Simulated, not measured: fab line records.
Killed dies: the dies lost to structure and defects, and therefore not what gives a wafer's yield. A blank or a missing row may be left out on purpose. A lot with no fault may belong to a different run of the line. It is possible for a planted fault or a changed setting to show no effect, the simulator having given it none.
fab line records | flow sky130
record: lots: 14 | wafers: 42 | last_day: 50
route steps=708 shown VIA1@466 PAD_OPEN@708
lots untouched by any fault: they come from a run of this same line in which no faults occurred
start_h: hours from the record's first day to the start of the lot's first wafer shown | wait_h: how many hours have passed since the lot's step before this one | " the same as in the row above | L1.1+2: several wafers, shown together as one row | - no value, or no start given | * or withheld: withheld | < > ~ a bound
route shown NAME@n: a module of which the file shows steps, and the number in the route of the first | usual: mean/standard deviation taken from wafers without a fault | same: alike in all rows | chamber/n: place in a boat | sites: readings site by site | _std_site: standard deviation across them | _edge_site: outer sites' mean less inner sites' | radius_mm: for every site, how far away it sits from the centre of the wafer | mask NAME#n: copy n | behind: the last tool/chamber to shape the wafer | hold: cause of the lot's hold/its duration in hours/its outcome | device: the transistor (n, p or np) that didn't switch | end of line: at the end of the route, the tests of the same wafers | a step without rows: its recipe alone | killed: not the wafer's yield, but the dies lost to structure and defects at the first sort | map: dies across one wafer; x = killed, . = not, _ = none there
set.NAME: the setting that was run; set.NAME@STEP: the one run at that earlier step | model.NAME: the simulator's own value behind a step, which no gauge read
steps of the route over a sample of lots; a table a step, a row a wafer
== steps ==
step: SKY_VIA1_SOFTBAKE_08
recipe: temp_c: 100 | time_s: 90 | resist: KrF-thick
usual: chill_plate_temp_C: 23.01/0.098 | heater_power_total_W: 57.37/0.11 | run_length_s: 119.22/0.1
lot.wafer | tool           | chamber | start_h | wait_h | chill_plate_temp_C | heater_power_total_W | run_length_s
L987.2    | litho_track-04 | 0       | 775     | -      | 22.94              | 57.50                | 119.43
L987.5    | "              | 0       | 776     | -      | 23.13              | 57.39                | 119.25
L987.6    | "              | 0       | "       | "      | 23.04              | 57.22                | 119.09
L991.1    | litho_track-02 | 0       | 810     | -      | 23.02              | 57.54                | 119.11
L991.4    | "              | 0       | "       | "      | 23.24              | 57.43                | 119.22
L991.6    | "              | 0       | "       | "      | 23.17              | 57.37                | 119.17
L993.3    | litho_track-02 | 0       | 826     | -      | 22.97              | 57.46                | 119.12
L993.4    | "              | 0       | "       | "      | 23.08              | 57.50                | 119.14
L993.6    | "              | 0       | 827     | -      | 23.01              | 57.56                | 119.36
L995.1    | litho_track-02 | 0       | 832     | -      | 23.13              | 57.34                | 119.19
L995.3    | "              | 0       | "       | "      | 23.04              | 57.31                | 119.18
L995.6    | "              | 0       | "       | "      | 23.06              | 57.36                | 119.22
L997.1    | litho_track-02 | 0       | 852     | -      | 23.02              | 57.50                | 119.12
L997.2    | "              | 0       | "       | "      | 22.88              | 57.34                | 119.21
L997.6    | "              | 0       | "       | "      | 22.96              | 57.37                | 119.47
L998.2    | litho_track-03 | 0       | 922     | -      | 22.77              | 57.45                | 119.18
L998.3    | "              | 0       | "       | "      | 22.99              | 57.48                | 119.12
L998.4    | "              | 0       | "       | "      | 22.96              | 57.15                | 119.08
L999.1    | litho_track-03 | 0       | 923     | -      | 22.98              | 57.45                | 119.17
L999.3    | "              | 0       | "       | "      | 23.07              | 57.39                | 119.18
L999.4    | "              | 0       | "       | "      | 23.09              | 57.26                | 119.40
L100.3    | litho_track-03 | 0       | 924     | -      | 23.01              | 57.28                | 119.25
L100.4    | "              | 0       | "       | "      | 22.95              | 57.37                | 119.21
L100.6    | "              | 0       | "       | "      | 22.91              | 57.50                | 119.24
L103.2    | litho_track-03 | 0       | 924     | -      | 23.01              | 57.25                | 119.11
L103.3    | "              | 0       | "       | "      | 23.10              | 57.37                | 119.37
L103.6    | "              | 0       | 925     | -      | 23.06              | 57.39                | 119.22
L102.1    | litho_track-03 | 0       | 925     | -      | 22.81              | 57.43                | 119.32
L102.4    | "              | 0       | "       | "      | 22.76              | 57.37                | 119.20
L102.5    | "              | 0       | "       | "      | 22.90              | 57.50                | 119.25
L105.1    | litho_track-04 | 0       | 927     | -      | 23.01              | 57.21                | 119.29
L105.2    | "              | 0       | "       | "      | 23.05              | 57.48                | 119.19
L105.4    | "              | 0       | "       | "      | 22.92              | 57.36                | 119.17
L104.2    | litho_track-03 | 0       | 928     | -      | 23.02              | 58.32                | 113.76
L104.5    | "              | 0       | "       | "      | 23.06              | 58.45                | 113.99
L104.6    | "              | 0       | "       | "      | 22.84              | 58.48                | 113.87
L107.2    | litho_track-03 | 0       | 930     | -      | 22.89              | 58.26                | 113.74
L107.3    | "              | 0       | "       | "      | 22.88              | 58.52                | 113.88
L107.4    | "              | 0       | "       | "      | 22.90              | 58.40                | 113.72
L110.1    | litho_track-04 | 0       | 941     | -      | 22.94              | 57.30                | 119.10
L110.4    | "              | 0       | "       | "      | 23.02              | 57.30                | 119.07
L110.6    | "              | 0       | "       | "      | 22.96              | 57.36                | 119.43
step: SKY_PAD_OPEN_PROBE_99
usual: defect_limited_yield: 82.3/2 | killed_at_M0_to_M3: 44/7.9 | killed_at_M4_up: 3.1/1.9 | killed_at_contacts: 24/4.6 | killed_at_front_end: 16/4.9 | killed_at_other: 0.3/0.6 | killed_dies: 87/9.7 | killed_open: 48/7.2 | killed_short: 39/5.6 | sort_bin_3_pad_short: 0.8/0.47 | sort_bin_5_function: 10.4/1.5 | sort_bin_6_memory: 6.5/1.1 | sort_n_pass: 405/9.7 | sort_yield_pct: 82.3/2
same: gross_dies: 492 | killed_at_back_side: 0 | sort_bin_4_leakage[%]: 0 | sort_bin_8_speed[%]: 0
lot.wafer | tool      | chamber | start_h | wait_h | defect_limited_yield[%] | killed_at_M0_to_M3 | killed_at_M4_up | killed_at_contacts | killed_at_front_end | killed_at_other | killed_dies | killed_open | killed_short | sort_bin_3_pad_short[%] | sort_bin_5_function[%] | sort_bin_6_memory[%] | sort_n_pass | sort_yield_pct[%]
L998.2    | prober-01 | -       | 1180.94 | 0.1    | 81.3                    | 46                 | 2               | 17                 | 26                  | 1               | 92          | 51          | 40           | 1.6                     | 11.4                   | 5.7                  | 400         | 81.3
L998.3    | prober-01 | -       | 1180.99 | 0.2    | 78.7                    | 48                 | 4               | 31                 | 20                  | 2               | 105         | 67          | 37           | 1.0                     | 14.0                   | 6.3                  | 387         | 78.7
L998.4    | prober-01 | -       | 1181.04 | 0.2    | 79.9                    | 45                 | 5               | 25                 | 23                  | 1               | 99          | 55          | 43           | 0.4                     | 12.4                   | 7.3                  | 393         | 79.9
killed by level:class
L998.2 VIA1:geometric_particle:open=14 VIA3:geometric_particle:open=10 FIELD_ISO:geometric_particle:short=7 POLY_GATE:geometric_particle:open=6 POLY_GATE:geometric_particle:short=6 CONTACT:geometric_particle:open=6 VIA1:geometric_particle:short=5 VIA2:geometric_particle:open=5
L998.3 CONTACT:geometric_particle:open=13 VIA3:geometric_particle:open=11 VIA2:geometric_particle:open=9 LI_CONTACT:geometric_particle:open=8 VIA1:geometric_particle:open=8 VIA1:geometric_particle:short=6 POLY_GATE:geometric_particle:short=5 CONTACT:geometric_particle:short=5
L998.4 VIA1:geometric_particle:open=10 CONTACT:geometric_particle:open=9 VIA2:geometric_particle:open=9 LI_CONTACT:geometric_particle:open=7 VIA3:geometric_particle:open=7 METAL2:geometric_particle:short=6 POLY_GATE:geometric_particle:open=5 POLY_GATE:geometric_particle:short=5
== key ==
first_sign: step: SKY_VIA1_SOFTBAKE_08 | reading: run_length_s | direction: down | sigmas: 53 | usual: * | struck: *
effect: step: SKY_VIA1_SOFTBAKE_08 | reading: heater_power_total_W | direction: up | sigmas: 9.4 | usual: * | struck: *
met_at SKY_VIA1_SOFTBAKE_08
struck_lots L104,L107
onset_between 925 928
fault: kind: process_parameter_drift | tool: litho_track-03 | chamber: - | onset_h: 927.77 | steps: SKY_VIA1_SOFTBAKE_08 | channel: time_s | offset: * | shape: step | end_h: 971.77 | acts_in: * | stated: *
